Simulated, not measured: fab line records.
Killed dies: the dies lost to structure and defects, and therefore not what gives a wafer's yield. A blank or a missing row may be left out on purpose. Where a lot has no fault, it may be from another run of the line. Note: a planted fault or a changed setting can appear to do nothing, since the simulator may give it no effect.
fab line records	flow sky130
record lots=7	wafers=21	last_day=50
route steps=708 shown SONOS_ONO@176 GATE_OXIDE@187 POLY_GATE@204 PAD_OPEN@708
lots that met no fault: taken from a fault-free run of the same line
start_h: hours from the record's first day to the start of the lot's first wafer shown	wait_h: hours from the lot's prior step to this one	" the same as in the row above	L1.1+2: several wafers, shown together as one row	- no value present, or no start provided	* or withheld: withheld	< > ~ a bound
route shown NAME@n: names a module that has steps shown in the file, with the first one's number in the route	usual: the fault-free wafers' mean and standard deviation	same: alike in all rows	chamber/n: place in a boat	sites: each site's reading	_std_site: their standard deviation	_edge_site: mean of outer sites minus mean of inner sites	radius_mm: how far each site lies from the wafer's centre	mask NAME#n: copy n	behind: the tool/chamber that last shaped the wafer	hold: why the lot went on hold/how many hours it stayed there/how the hold came to an end	device: transistor that didn't switch, given as n, p or np	end of line: the tests these same wafers got at the end of their route	a step given without rows: its recipe and nothing more	killed: dies lost to structure and defects at the first sort, not the wafer's yield	map: a wafer's dies, marking killed ones x, the rest . and places with no die _
set.NAME: the setting as run; set.NAME@STEP: as run at that earlier step	model.NAME: the simulator's own value behind a step, which no gauge read
a table for each step, a row for each wafer; lots at some steps of the route
services: from which hour (start_h, from the record's first day; less than 0 if before it) a tool's chamber was out of use, for how many hours, and why
## steps
# step SKY_SONOS_ONO_COAT_08
# recipe resist=NOVOLAK	spin_rpm=3000	resist_thk_nm=1140
# step SKY_SONOS_ONO_SOFTBAKE_09
# recipe temp_c=90	time_s=60	resist=NOVOLAK
# step SKY_SONOS_ONO_EXPOSE_10
# recipe mask_id=ONOM	target_cd_nm=410	na=0.6	source_shape=conventional	sigma_outer=0.6	dose_mj=150
# step SKY_SONOS_ONO_PEB_11
# recipe temp_c=withheld	time_s=*	resist=NOVOLAK
# step SKY_SONOS_ONO_DEVELOP_12
# recipe develop_time_s=60	dev_temp_c=23
# step SKY_SONOS_ONO_CD_MEAS_13
# recipe target_cd_nm=410
# usual cd_nm=409.2/1.8
lot.wafer	tool	chamber	start_h	wait_h	cd_nm
L192.3	cd_sem-02	-	297.39	0.1	410.4
L192.5	"	-	"	"	411.1
L192.6	"	-	"	"	409.8
L193.3	cd_sem-02	-	311.69	0.1	411.2
L193.4	"	-	"	"	409.7
L193.6	"	-	"	"	408.9
L202.1	cd_sem-01	-	370.15	0.1	410.1
L202.2	"	-	"	"	409.0
L202.6	"	-	"	"	410.7
L203.2	cd_sem-01	-	378.66	0.1	410.9
L203.4	"	-	"	"	411.2
L203.5	"	-	"	"	413.5
L204.4	cd_sem-02	-	383.06	0.1	407.9
L204.5	"	-	"	"	408.6
L204.6	"	-	"	"	407.6
L211.3	cd_sem-01	-	456.09	0.1	407.1
L211.4	"	-	"	"	409.7
L211.6	"	-	"	"	408.2
L213.1	cd_sem-02	-	461.79	0.1	407.8
L213.3	"	-	"	"	408.3
L213.6	"	-	"	"	408.6
# step SKY_SONOS_ONO_OVL_MEAS_14
# usual SONOS_ONO_OVL=-0.6/1.3
lot.wafer	tool	chamber	start_h	wait_h	SONOS_ONO_OVL[nm]
L192.3	overlay-02	-	297.48	0.1	-0.2
L192.5	"	-	"	"	-1.6
L192.6	"	-	"	"	-0.2
L193.3	overlay-02	-	311.78	0.1	0.1
L193.4	"	-	"	"	0.4
L193.6	"	-	"	"	-0.3
L202.1	overlay-01	-	370.27	0.1	0.1
L202.2	"	-	"	"	0.2
L202.6	"	-	"	"	0.0
L203.2	overlay-02	-	378.77	0.1	1.3
L203.4	"	-	"	"	0.1
L203.5	"	-	"	"	0.3
L204.4	overlay-01	-	383.13	0.1	-0.8
L204.5	"	-	"	"	-0.6
L204.6	"	-	"	"	-0.7
L211.3	overlay-01	-	456.18	0.1	0.4
L211.4	"	-	"	"	-0.1
L211.6	"	-	"	"	-0.6
L213.1	overlay-01	-	461.91	0.1	-0.1
L213.3	"	-	"	"	1.2
L213.6	"	-	"	"	-0.6
# step SKY_SONOS_ONO_ETCH_15
# recipe target_depth_nm=19.52	chemistry=CHF3/O2	source_w=600	bias_w=200	pressure_mtorr=40	chf3_flow_sccm=50	O2_flow_sccm=5	time_s=7.8
# usual drypump_motor_current_A=5.6/0.5	oes_product_au=0.999/0.012	throttle_valve_pct=8.825/0.0096
lot.wafer	tool	chamber	start_h	wait_h	drypump_motor_current_A	oes_product_au	rf_hours_counter_h	throttle_valve_pct
L192.3	rie_diel-02	0	297.51	0.0	5.6	1.004	7	8.816
L192.5	"	2	"	"	4.7	1.003	-	8.841
L192.6	"	3	"	"	6.2	0.991	-	8.810
L193.3	rie_diel-04	0	311.80	0.0	6.4	0.984	0	8.844
L193.4	"	2	"	"	5.7	1.012	-	8.824
L193.6	"	1	"	"	4.8	0.986	-	8.827
L202.1	rie_diel-04	3	370.30	0.0	6.3	0.997	2	8.833
L202.2	"	0	"	"	6.4	1.002	1	8.835
L202.6	"	0	"	"	6.4	0.989	-	8.813
L203.2	rie_diel-04	1	378.80	0.0	4.8	1.005	36	8.830
L203.4	"	2	"	"	5.7	1.019	8	8.834
L203.5	"	1	"	"	4.8	0.996	-	8.815
L204.4	rie_diel-02	3	383.15	0.0	6.2	0.991	7	8.830
L204.5	"	2	"	"	4.7	0.999	-	8.817
L204.6	"	3	"	"	6.2	0.992	-	8.813
L211.3	rie_diel-01	2	456.20	0.0	5.2	0.998	6	8.818
L211.4	"	0	"	"	5.5	0.974	2	8.816
L211.6	"	2	"	"	5.2	0.992	-	8.817
L213.1	rie_diel-01	2	461.95	0.0	5.2	0.999	6	8.818
L213.3	"	0	"	"	5.5	0.975	2	8.822
L213.6	"	3	"	"	5.8	1.002	-	8.831
# step SKY_SONOS_ONO_WET_ETCH_16
# recipe chemistry=dHF	target_depth_nm=14	dry=n2_spin	target=SiO2	dilution=100:1	temp_c=25	time_s=280
# step SKY_SONOS_ONO_STRIP_17
# recipe chemistry=O2/N2	power_w=1400	pressure_mtorr=1500	platen_temp_c=withheld	o2_flow_sccm=3000	n2_flow_sccm=300	overash_fraction=0.5
# usual drypump_motor_current_A=5.6/0.45	oes_product_au=0.710/0.0043	strip_time_to_endpoint_s=14.10/0.035
lot.wafer	tool	chamber	start_h	wait_h	drypump_motor_current_A	oes_product_au	rf_hours_counter_h	strip_time_to_endpoint_s
L192.3	plasma_asher-01	0	297.67	0.0	5.9	0.709	-	14.04
L192.5	"	0	"	"	5.9	0.712	-	14.08
L192.6	"	1	"	"	6.0	0.706	-	14.06
L193.3	plasma_asher-01	1	311.94	0.0	6.0	0.698	-	14.09
L193.4	"	0	"	"	6.0	0.721	-	14.09
L193.6	"	1	"	"	6.0	0.713	-	14.08
L202.1	plasma_asher-01	0	370.41	0.0	5.9	0.713	72	14.08
L202.2	"	1	"	"	6.0	0.708	72	14.13
L202.6	"	0	"	"	5.9	0.709	-	14.13
L203.2	plasma_asher-01	1	378.91	0.0	6.0	0.713	73	14.07
L203.4	"	1	"	"	6.0	0.710	-	14.06
L203.5	"	1	"	"	6.0	0.702	-	14.12
L204.4	plasma_asher-03	1	383.31	0.0	5.2	0.715	-	14.11
L204.5	"	0	"	"	4.9	0.710	-	14.11
L204.6	"	1	"	"	5.2	0.710	-	14.11
L211.3	plasma_asher-03	0	456.34	0.0	4.9	0.710	-	14.12
L211.4	"	1	"	"	5.2	0.715	-	14.08
L211.6	"	1	"	"	5.2	0.708	-	14.13
L213.1	plasma_asher-03	1	462.05	0.0	5.2	0.712	63	14.10
L213.3	"	0	"	"	4.9	0.710	-	14.11
L213.6	"	1	"	"	5.2	0.711	-	14.04
# step SKY_SONOS_ONO_WET_ETCH_18
# recipe chemistry=H3PO4	target_depth_nm=15	target=Si3N4	temp_c=160	time_s=172
# step SKY_GATE_OXIDE_CLEAN_00
# recipe chemistry=SC1/SC2	mix=1:4:20	temp_c=70	time_s=150	dry=n2_spin
# step SKY_GATE_OXIDE_OXIDATION_01
# recipe temp_c=900	ambient=O2	stabilise_s=600	purge_s=300	target_thk_a=102.68	ox_time_s=1473
# usual ox_temp_c_max=904.5/1.2	ox_time_s=1473/0	spike_tc_bottom_C=916.1/1	zone_power_top_pct=34.6/0.43
lot.wafer	tool	chamber	start_h	wait_h	ox_temp_c_max	ox_time_s	spike_tc_bottom_C	zone_power_top_pct	model.SiO2_of_GATE_OXIDE_OXIDATION_01.thk_nm
L192.3	furnace-01	0	299.08	1.2	902.8	1473	915.3	34.7	10.52
L192.5	"	0	"	"	903.2	1473	916.5	34.8	10.38
L192.6	"	0	"	"	904.6	1473	916.0	35.6	10.43
L193.3	furnace-02	0	313.18	1.1	907.8	1473	918.1	34.4	10.31
L193.4	"	0	"	"	905.0	1473	917.5	34.2	10.13
L193.6	"	0	"	"	905.9	1473	917.6	34.2	10.26
L202.1	furnace-01	0	376.99	6.4	904.1	1296.2	915.4	34.8	9.436
L202.2	"	0	"	"	904.1	1296.2	915.6	34.8	9.068
L202.6	"	0	"	"	903.7	1296.2	917.4	34.7	9.245
L203.2	furnace-01	0	386.59	7.5	904.2	1296.2	914.7	35.0	9.236
L203.4	"	0	"	"	904.1	1296.2	916.1	35.2	9.158
L203.5	"	0	"	"	903.0	1296.2	918.5	34.7	9.19
L204.4	furnace-01	0	386.59	3.1	903.8	1296.2	915.2	34.7	9.226
L204.5	"	0	"	"	904.9	1296.2	917.8	34.8	9.048
L204.6	"	0	"	"	903.7	1296.2	917.6	34.1	9.089
L211.3	furnace-02	0	458.15	1.6	906.7	1473	916.5	34.7	10.38
L211.4	"	0	"	"	906.6	1473	915.0	34.1	10.18
L211.6	"	0	"	"	905.4	1473	916.8	34.4	10.16
L213.1	furnace-02	0	467.72	5.5	904.3	1473	916.2	34.5	10.44
L213.3	"	0	"	"	907.4	1473	917.0	34.1	10.32
L213.6	"	0	"	"	904.2	1473	916.1	34.3	10.42
# step SKY_GATE_OXIDE_THK_MEAS_02
# recipe reads=SiO2_of_GATE_OXIDE_OXIDATION_01
# usual GATE_OXIDE_OXIDATION_00_THK=10.32/0.19
lot.wafer	tool	chamber	start_h	wait_h	GATE_OXIDE_OXIDATION_00_THK[nm]
L192.3	film_metro-03	-	300.51	0.0	10.55
L192.5	"	-	"	"	10.37
L192.6	"	-	"	"	10.38
L193.3	film_metro-04	-	314.61	0.0	10.30
L193.4	"	-	"	"	10.20
L193.6	"	-	"	"	10.24
L202.1	film_metro-04	-	378.39	0.0	9.43
L202.2	"	-	"	"	9.06
L202.6	"	-	"	"	9.24
L203.2	film_metro-01	-	388.01	0.0	9.22
L203.4	"	-	"	"	9.20
L203.5	"	-	"	"	9.16
L204.4	film_metro-03	-	388.03	0.0	9.25
L204.5	"	-	"	"	9.03
L204.6	"	-	"	"	9.11
L211.3	film_metro-01	-	459.58	0.0	10.36
L211.4	"	-	"	"	10.18
L211.6	"	-	"	"	10.16
L213.1	film_metro-01	-	469.14	0.0	10.43
L213.3	"	-	"	"	10.26
L213.6	"	-	"	"	10.43
# step SKY_GATE_OXIDE_DEHYDRATE_03
# recipe temp_c=200	time_s=60
# step SKY_GATE_OXIDE_HMDS_04
# recipe prime_time_s=60	prime_temp_c=120
# step SKY_GATE_OXIDE_COAT_05
# recipe resist=NOVOLAK	spin_rpm=3000	resist_thk_nm=1140
# step SKY_GATE_OXIDE_SOFTBAKE_06
# recipe temp_c=90	time_s=60	resist=NOVOLAK
# step SKY_GATE_OXIDE_EXPOSE_07
# recipe mask_id=LVOM	na=0.6	source_shape=conventional	sigma_outer=0.6	polarization=unpolarized	target_cd_nm=600	dose_mj=170
# step SKY_GATE_OXIDE_PEB_08
# recipe temp_c=withheld	time_s=*	resist=NOVOLAK
# step SKY_GATE_OXIDE_DEVELOP_09
# recipe resist=NOVOLAK	developer=TMAH	develop_time_s=60	dev_temp_c=23
# step SKY_GATE_OXIDE_OVL_MEAS_10
# usual GATE_OXIDE_OVL=1.6/1.2
lot.wafer	tool	chamber	start_h	wait_h	GATE_OXIDE_OVL[nm]
L192.3	overlay-01	-	326.09	0.1	1.7
L192.5	"	-	"	"	2.8
L192.6	"	-	"	"	2.1
L193.3	overlay-02	-	340.84	0.1	1.1
L193.4	"	-	"	"	-0.1
L193.6	"	-	"	"	3.6
L202.1	overlay-02	-	405.78	0.1	3.4
L202.2	"	-	"	"	2.8
L202.6	"	-	"	"	3.4
L203.2	overlay-02	-	416.00	0.1	2.4
L203.4	"	-	"	"	-0.8
L203.5	"	-	"	"	1.2
L204.4	overlay-02	-	416.32	0.1	-1.6
L204.5	"	-	"	"	0.1
L204.6	"	-	"	"	1.0
L211.3	overlay-01	-	487.41	0.1	0.5
L211.4	"	-	"	"	0.8
L211.6	"	-	"	"	1.9
L213.1	overlay-02	-	497.90	0.1	3.3
L213.3	"	-	"	"	1.5
L213.6	"	-	"	"	-0.1
# step SKY_GATE_OXIDE_IMPLANT_11
# recipe species=B	energy_kev=10	dose_cm2=2.6e+12	tilt_deg=withheld
# step SKY_GATE_OXIDE_WET_ETCH_12
# recipe chemistry=dHF	target_depth_nm=16.8	dry=n2_spin	target=SiO2	dilution=100:1	temp_c=25	time_s=336
# step SKY_GATE_OXIDE_STRIP_13
# recipe chemistry=O2/N2	power_w=1400	pressure_mtorr=1500	platen_temp_c=withheld	o2_flow_sccm=3000	n2_flow_sccm=300	overash_fraction=0.5
# usual drypump_motor_current_A=5.53/0.27	oes_product_au=0.715/0.0042	strip_time_to_endpoint_s=14.18/0.044
lot.wafer	tool	chamber	start_h	wait_h	drypump_motor_current_A	oes_product_au	rf_hours_counter_h	strip_time_to_endpoint_s
L192.3	plasma_asher-02	0	326.42	0.0	5.81	0.723	-	14.18
L192.5	"	0	"	"	5.81	0.713	-	14.17
L192.6	"	1	"	"	5.54	0.716	-	14.14
L193.3	plasma_asher-02	0	341.15	0.0	5.81	0.707	-	14.11
L193.4	"	1	"	"	5.52	0.721	-	14.14
L193.6	"	0	"	"	5.82	0.718	-	14.19
L202.1	plasma_asher-04	0	406.07	0.0	5.66	0.715	23	14.16
L202.2	"	1	"	"	5.58	0.712	23	14.10
L202.6	"	1	"	"	5.61	0.715	-	14.17
L203.2	plasma_asher-04	1	416.28	0.0	5.60	0.711	25	14.20
L203.4	"	1	"	"	5.58	0.713	-	14.21
L203.5	"	0	"	"	5.66	0.722	-	14.19
L204.4	plasma_asher-03	0	416.62	0.0	4.88	0.711	-	14.25
L204.5	"	1	"	"	5.23	0.719	-	14.28
L204.6	"	0	"	"	4.88	0.717	-	14.24
L211.3	plasma_asher-04	1	487.87	0.0	5.61	0.724	-	14.18
L211.4	"	0	"	"	5.65	0.721	-	14.21
L211.6	"	1	"	"	5.61	0.711	-	14.19
L213.1	plasma_asher-03	1	498.18	0.0	5.23	0.713	67	14.29
L213.3	"	1	"	"	5.24	0.713	-	14.31
L213.6	"	1	"	"	5.24	0.721	-	14.28
# step SKY_GATE_OXIDE_TW_MEAS_14
# usual GATE_OXIDE_TW=221.7/1.1
lot.wafer	tool	chamber	start_h	wait_h	GATE_OXIDE_TW
L192.3	film_metro-03	-	326.51	0.1	221.8
L192.5	"	-	"	"	220.3
L192.6	"	-	"	"	219.9
L193.3	film_metro-01	-	341.24	0.1	223.5
L193.4	"	-	"	"	224.0
L193.6	"	-	"	"	223.8
L202.1	film_metro-04	-	406.17	0.1	221.9
L202.2	"	-	"	"	222.0
L202.6	"	-	"	"	221.7
L203.2	film_metro-03	-	416.39	0.1	221.3
L203.4	"	-	"	"	219.4
L203.5	"	-	"	"	221.2
L204.4	film_metro-04	-	416.72	0.1	221.1
L204.5	"	-	"	"	220.9
L204.6	"	-	"	"	220.6
L211.3	film_metro-03	-	487.96	0.1	221.3
L211.4	"	-	"	"	220.4
L211.6	"	-	"	"	220.6
L213.1	film_metro-01	-	498.28	0.1	222.3
L213.3	"	-	"	"	222.3
L213.6	"	-	"	"	223.3
# step SKY_GATE_OXIDE_CLEAN_15
# recipe chemistry=SC1/SC2	mix=1:4:20	temp_c=70	time_s=150	dry=n2_spin
# step SKY_GATE_OXIDE_OXIDATION_16
# recipe temp_c=800	ambient=O2	idle_temp_c=700	ramp_up_c_per_min=10	ramp_down_c_per_min=3	stabilise_s=600	purge_s=300	target_thk_a=35.7	ox_time_s=1915
# usual ox_temp_c_max=803.9/1.1	ox_time_s=1915/0	spike_tc_bottom_C=816.9/1	zone_power_top_pct=28.66/0.3
lot.wafer	tool	chamber	start_h	wait_h	ox_temp_c_max	ox_time_s	spike_tc_bottom_C	zone_power_top_pct	model.SiO2_of_GATE_OXIDE_OXIDATION_01.thk_nm
L192.3	furnace-01	0	328.62	2.0	802.5	1915	817.0	28.97	11.9
L192.5	"	0	"	"	802.8	1915	815.3	28.95	11.76
L192.6	"	0	"	"	803.1	1915	817.5	29.06	11.77
L193.3	furnace-01	0	342.77	1.4	803.6	1915	817.3	28.69	11.68
L193.4	"	0	"	"	803.7	1915	818.5	28.47	11.54
L193.6	"	0	"	"	803.8	1915	817.6	28.14	11.65
L202.1	furnace-01	0	413.18	6.9	803.3	1915	816.5	28.95	10.89
L202.2	"	0	"	"	803.9	1915	816.7	29.11	10.51
L202.6	"	0	"	"	802.6	1915	815.0	28.97	10.7
L203.2	furnace-02	0	420.15	3.7	805.4	1915	817.6	28.55	10.69
L203.4	"	0	"	"	804.1	1915	818.1	27.93	10.64
L203.5	"	0	"	"	803.5	1915	818.0	28.48	10.64
L204.4	furnace-02	0	420.15	3.3	806.0	1915	819.0	28.76	10.68
L204.5	"	0	"	"	805.1	1915	816.1	29.01	10.53
L204.6	"	0	"	"	806.0	1915	817.7	27.94	10.54
L211.3	furnace-02	0	489.34	1.3	805.5	1915	817.2	28.19	11.72
L211.4	"	0	"	"	805.5	1915	818.6	28.72	11.56
L211.6	"	0	"	"	804.1	1915	817.1	29.10	11.54
L213.1	furnace-02	0	498.39	0.0	805.0	1915	815.7	28.78	11.81
L213.3	"	0	"	"	805.8	1915	816.9	28.48	11.72
L213.6	"	0	"	"	805.0	1915	816.7	28.44	11.83
# step SKY_POLY_GATE_CVD_00
# recipe material=poly-Si	target_thk_nm=180	temp_c=620	time_s=720	pressure_mtorr=200
# step SKY_PAD_OPEN_PROBE_99
# usual killed_at_M0_to_M3=43/7.3	killed_at_M4_up=3.6/1.9	killed_at_contacts=23/5.3	killed_at_front_end=15/4.5	killed_at_other=0.3/0.72	killed_dies=85/9.4	killed_open=46/6.7	killed_short=38/6.8
# same gross_dies=492	killed_at_back_side=0
lot.wafer	tool	chamber	start_h	wait_h	killed_at_M0_to_M3	killed_at_M4_up	killed_at_contacts	killed_at_front_end	killed_at_other	killed_dies	killed_open	killed_short	model.etest.nfet_16v.r_on_ohm_um	model.etest.pfet_g5v0d10v5.r_on_ohm_um	model.etest.tip_sonos.rs_ohm_sq	model.etest.nfet_g5v0d10v5.r_on_ohm_um	model.etest.nfet_g5v0d10v5.drive_ua_um	model.etest.nfet_05v0_nvt.drive_ua_um	model.etest.pfet_g5v0d10v5.drive_ua_um	model.etest.nfet_16v.drive_ua_um
L192.3	prober-02	-	1088.09	0.2	44	5	20	14	0	83	49	34	1.419e+04	4832	2661	1925	596.9	566.5	337	219.2
L192.5	prober-02	-	1088.19	0.2	37	5	23	18	0	83	54	29	1.404e+04	4758	2655	1862	606.4	576.7	339.2	219.6
L192.6	prober-02	-	1088.24	0.2	57	4	23	21	0	105	56	49	1.413e+04	4761	2656	1897	603.4	576.6	338.4	219.2
L193.3	prober-02	-	1103.57	0.2	44	4	27	10	1	86	51	34	1.409e+04	4771	2611	1876	606.5	574.5	341.5	223.8
L193.4	prober-02	-	1103.62	0.2	43	6	23	15	0	87	42	45	1.407e+04	4785	2616	1896	611.9	582.1	342.7	225.7
L193.6	prober-02	-	1103.72	0.2	42	2	22	20	0	86	41	45	1.394e+04	4802	2642	1900	608	576.7	338	222.8
L202.1	prober-02	-	1163.91	0.1	47	2	33	9	0	91	50	41	1.344e+04	4608	2522	1795	645.5	612.6	357.5	241.4
L202.2	prober-02	-	1163.96	0.1	35	4	29	10	0	78	51	26	1.327e+04	4531	2420	1769	669.8	631.7	365.5	250.3
L202.6	prober-02	-	1164.16	0.2	34	7	23	10	0	74	40	33	1.347e+04	4553	2474	1785	655.4	621.5	358.6	243.1
L203.2	prober-02	-	1164.26	0.2	52	3	22	10	0	87	53	34	1.358e+04	4581	2443	1793	659.1	623.6	359.8	241.4
L203.4	prober-02	-	1164.36	0.2	50	9	20	20	0	99	55	44	1.366e+04	4588	2462	1782	667.4	622.8	361.8	242.8
L203.5	prober-02	-	1164.41	0.3	34	3	21	11	0	69	38	31	1.362e+04	4606	2429	1803	666.6	622.5	360.3	243.3
L204.4	prober-02	-	1168.52	0.2	39	3	21	21	0	84	47	37	1.349e+04	4429	2525	1773	663.8	629.7	368.7	245
L204.5	prober-02	-	1168.57	0.2	42	5	18	24	0	89	45	44	1.359e+04	4470	2461	1765	674.1	630.9	373.9	248
L204.6	prober-02	-	1168.62	0.2	39	2	15	21	1	78	48	30	1.357e+04	4456	2480	1769	664.9	629.2	373.7	247.7
L211.3	prober-01	-	1192.11	0.2	48	7	29	18	1	103	54	49	1.436e+04	4844	2731	1896	597	574.5	335.9	218.3
L211.4	prober-01	-	1192.16	0.2	49	1	22	17	0	89	51	38	1.419e+04	4867	2663	1912	609.8	578	335	222.7
L211.6	prober-01	-	1192.26	0.2	48	2	17	18	0	85	39	46	1.41e+04	4738	2677	1874	610	578.5	344.6	222
L213.1	prober-02	-	1198.08	0.1	33	1	18	20	0	72	38	34	1.417e+04	4794	2668	1904	601.9	567.8	339.2	219.4
L213.3	prober-02	-	1198.18	0.2	51	3	17	13	0	84	43	41	1.396e+04	4784	2646	1883	605.1	570.5	337.4	221.4
L213.6	prober-02	-	1198.33	0.2	42	3	32	12	1	90	42	48	1.411e+04	4833	2688	1904	599.6	568.9	335.8	221.1
# killed by level:class
L192.3 CONTACT:geometric_particle:open=8 VIA1:geometric_particle:open=8 LI_CONTACT:geometric_particle:open=7 VIA2:geometric_particle:short=7 VIA3:geometric_particle:open=6 VIA2:geometric_particle:open=6 METAL1:geometric_particle:short=5 FIELD_ISO:geometric_particle:open=4
L192.5 LI_CONTACT:geometric_particle:open=9 VIA2:geometric_particle:open=9 CONTACT:geometric_particle:open=8 VIA1:geometric_particle:open=7 METAL2:geometric_particle:short=6 FIELD_ISO:geometric_particle:open=4 FIELD_ISO:geometric_particle:short=4 POLY_GATE:geometric_particle:open=4
L192.6 VIA1:geometric_particle:open=19 FIELD_ISO:geometric_particle:short=12 LI_CONTACT:geometric_particle:open=9 METAL1:geometric_particle:short=7 VIA2:geometric_particle:open=7 VIA1:geometric_particle:short=6 VIA3:geometric_particle:short=5 VIA3:geometric_particle:open=5
L193.3 LI_CONTACT:geometric_particle:open=9 VIA2:geometric_particle:open=8 CONTACT:geometric_particle:open=8 VIA1:geometric_particle:open=6 LI_CONTACT:geometric_particle:short=5 METAL1:geometric_particle:short=5 LOCAL_INTERCONNECT:geometric_particle:short=5 VIA3:geometric_particle:open=5
L193.4 VIA1:geometric_particle:open=12 METAL2:geometric_particle:short=8 LI_CONTACT:geometric_particle:open=7 LOCAL_INTERCONNECT:geometric_particle:short=7 VIA2:geometric_particle:open=5 CONTACT:geometric_particle:open=5 FIELD_ISO:geometric_particle:short=4 POLY_GATE:geometric_particle:open=4
L193.6 VIA2:geometric_particle:open=7 LI_CONTACT:geometric_particle:open=7 CONTACT:geometric_particle:open=7 VIA1:geometric_particle:short=7 VIA1:geometric_particle:open=6 FIELD_ISO:geometric_particle:short=5 METAL2:geometric_particle:short=5 FIELD_ISO:geometric_particle:open=4
L202.1 CONTACT:geometric_particle:open=12 VIA1:geometric_particle:open=11 METAL1:geometric_particle:short=10 VIA3:geometric_particle:open=9 LI_CONTACT:geometric_particle:open=7 VIA1:geometric_particle:short=6 LOCAL_INTERCONNECT:geometric_particle:short=5 CONTACT:geometric_particle:short=5
L202.2 CONTACT:geometric_particle:open=17 VIA1:geometric_particle:open=9 VIA3:geometric_particle:open=7 LI_CONTACT:geometric_particle:open=5 CONTACT:geometric_particle:short=5 VIA1:geometric_particle:short=3 VIA2:geometric_particle:open=3 METAL2:geometric_particle:short=3
L202.6 CONTACT:geometric_particle:open=11 VIA1:geometric_particle:open=9 LOCAL_INTERCONNECT:geometric_particle:short=7 VIA2:geometric_particle:open=5 VIA3:geometric_particle:open=5 METAL2:geometric_particle:short=4 VIA3:geometric_particle:short=4 METAL4:geometric_particle:short=4
L203.2 CONTACT:geometric_particle:open=12 VIA1:geometric_particle:open=12 VIA2:geometric_particle:open=10 VIA3:geometric_particle:open=7 METAL1:geometric_particle:short=6 VIA1:geometric_particle:short=5 POLY_GATE:geometric_particle:open=4 LOCAL_INTERCONNECT:geometric_particle:short=4
L203.4 VIA1:geometric_particle:open=13 VIA3:geometric_particle:open=12 CONTACT:geometric_particle:open=9 METAL2:geometric_particle:short=6 METAL1:geometric_particle:short=5 METAL4:geometric_particle:short=5 FIELD_ISO:geometric_particle:short=4 POLY_GATE:geometric_particle:short=4
L203.5 CONTACT:geometric_particle:open=9 METAL1:geometric_particle:short=7 LI_CONTACT:geometric_particle:open=6 VIA1:geometric_particle:open=5 VIA2:geometric_particle:open=5 POLY_GATE:geometric_particle:open=4 VIA3:geometric_particle:open=4 CONTACT:geometric_particle:short=3
L204.4 VIA1:geometric_particle:open=11 CONTACT:geometric_particle:open=9 FIELD_ISO:geometric_particle:short=6 LI_CONTACT:geometric_particle:open=6 FIELD_ISO:geometric_particle:open=5 POLY_GATE:geometric_particle:short=5 VIA2:geometric_particle:open=5 VIA2:geometric_particle:short=5
L204.5 VIA1:geometric_particle:open=8 FIELD_ISO:geometric_particle:short=7 FIELD_ISO:geometric_particle:open=7 VIA2:geometric_particle:open=6 LI_CONTACT:geometric_particle:short=5 POLY_GATE:geometric_particle:short=5 CONTACT:geometric_particle:open=5 VIA2:geometric_particle:short=5
L204.6 VIA1:geometric_particle:open=8 POLY_GATE:geometric_particle:open=7 VIA2:geometric_particle:open=7 FIELD_ISO:geometric_particle:open=6 CONTACT:geometric_particle:open=6 METAL2:geometric_particle:short=6 FIELD_ISO:geometric_particle:short=4 VIA3:geometric_particle:open=4
L211.3 VIA1:geometric_particle:open=11 VIA2:geometric_particle:open=9 LI_CONTACT:geometric_particle:open=8 FIELD_ISO:geometric_particle:open=7 CONTACT:geometric_particle:open=7 METAL4:geometric_particle:short=7 LOCAL_INTERCONNECT:geometric_particle:short=6 METAL2:geometric_particle:short=6
L211.4 VIA1:geometric_particle:open=14 CONTACT:geometric_particle:open=13 FIELD_ISO:geometric_particle:short=7 VIA2:geometric_particle:open=7 FIELD_ISO:geometric_particle:open=6 METAL1:geometric_particle:short=5 METAL2:geometric_particle:short=5 VIA1:geometric_particle:short=5
L211.6 VIA1:geometric_particle:open=9 VIA1:geometric_particle:short=8 METAL1:geometric_particle:short=7 VIA3:geometric_particle:open=7 CONTACT:geometric_particle:short=6 FIELD_ISO:geometric_particle:short=5 POLY_GATE:geometric_particle:short=5 METAL3:geometric_particle:short=5
L213.1 VIA1:geometric_particle:open=9 FIELD_ISO:geometric_particle:open=7 METAL2:geometric_particle:short=5 VIA3:geometric_particle:open=5 POLY_GATE:geometric_particle:open=4 LI_CONTACT:geometric_particle:short=4 CONTACT:geometric_particle:short=4 VIA2:geometric_particle:open=4
L213.3 METAL1:geometric_particle:short=11 VIA1:geometric_particle:open=8 METAL2:geometric_particle:short=7 CONTACT:geometric_particle:open=7 VIA3:geometric_particle:open=7 SPACER:geometric_particle:open=4 VIA1:geometric_particle:short=4 VIA2:geometric_particle:open=4
L213.6 CONTACT:geometric_particle:open=13 VIA1:geometric_particle:open=8 METAL1:geometric_particle:short=7 LOCAL_INTERCONNECT:geometric_particle:short=6 METAL2:geometric_particle:short=6 CONTACT:geometric_particle:short=5 LI_CONTACT:geometric_particle:open=5 FIELD_ISO:geometric_particle:open=4
## services
tool	chamber	start_h	hours	kind
plasma_asher-04	-	279.58	28.1	pm
rie_diel-01	3	306.87	11.3	repair
rie_diel-04	3	309.63	7.6	repair
rie_diel-04	1	317.20	19.3	repair
plasma_asher-04	-	317.54	29.5	repair
furnace-01	-	324.46	2.8	pm
rie_diel-01	0	340.27	20.9	repair
furnace-02	-	352.83	60.6	pm
plasma_asher-03	-	370.18	4.5	repair
plasma_asher-04	-	370.25	0.5	repair
furnace-02	-	413.45	2.6	pm
plasma_asher-02	-	414.92	3.5	repair
plasma_asher-01	-	421.25	9.0	pm
furnace-02	-	424.70	3.2	pm
plasma_asher-04	-	428.13	2.8	pm
plasma_asher-01	-	430.25	2.8	pm
furnace-01	-	434.48	4.1	pm
rie_diel-02	3	446.13	5.9	repair
furnace-01	-	452.31	20.3	repair
plasma_asher-03	-	464.97	0.4	repair
furnace-02	-	473.33	8.5	pm
plasma_asher-01	-	481.52	1.7	repair
furnace-01	-	485.30	1.8	pm
furnace-01	-	492.26	4.0	pm
## key
first_sign step=SKY_GATE_OXIDE_OXIDATION_01	reading=ox_time_s	direction=down	sigmas=99+	usual=*	struck=*
effect step=SKY_GATE_OXIDE_THK_MEAS_02	reading=GATE_OXIDE_OXIDATION_00_THK	direction=down	sigmas=5.9	usual=10.32	struck=9.19
model_effect step=SKY_GATE_OXIDE_OXIDATION_01	value=SiO2_of_GATE_OXIDE_OXIDATION_01.thk_nm	without=10.07	struck=9.188
model_effect step=SKY_GATE_OXIDE_OXIDATION_16	value=SiO2_of_GATE_OXIDE_OXIDATION_01.thk_nm	without=11.46	struck=10.65
model_effect step=SKY_PAD_OPEN_PROBE_99	value=etest.nfet_16v.r_on_ohm_um	without=1.395e+04	struck=1.352e+04
met_at SKY_GATE_OXIDE_OXIDATION_01
struck_wafers L202.1,L202.2,L202.6,L203.2,L203.4,L203.5,L204.4,L204.5,L204.6
tester_left_out L202,L203,L204
onset_between 299.08 376.99
fault kind=process_parameter_drift	tool=furnace-01	chamber=-	onset_h=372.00	steps=SKY_GATE_OXIDE_OXIDATION_01	channel=ox_time_s	offset=*	shape=step	end_h=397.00	acts_in=*	stated=*
# tester_left_out: of these lots the tester's yield and bins aren't shown, on N5 and GAA mostly nor the transistor test; their killed dies are dies lost to structure and defects alone, not to doping, threshold or leakage, so they don't give the yield
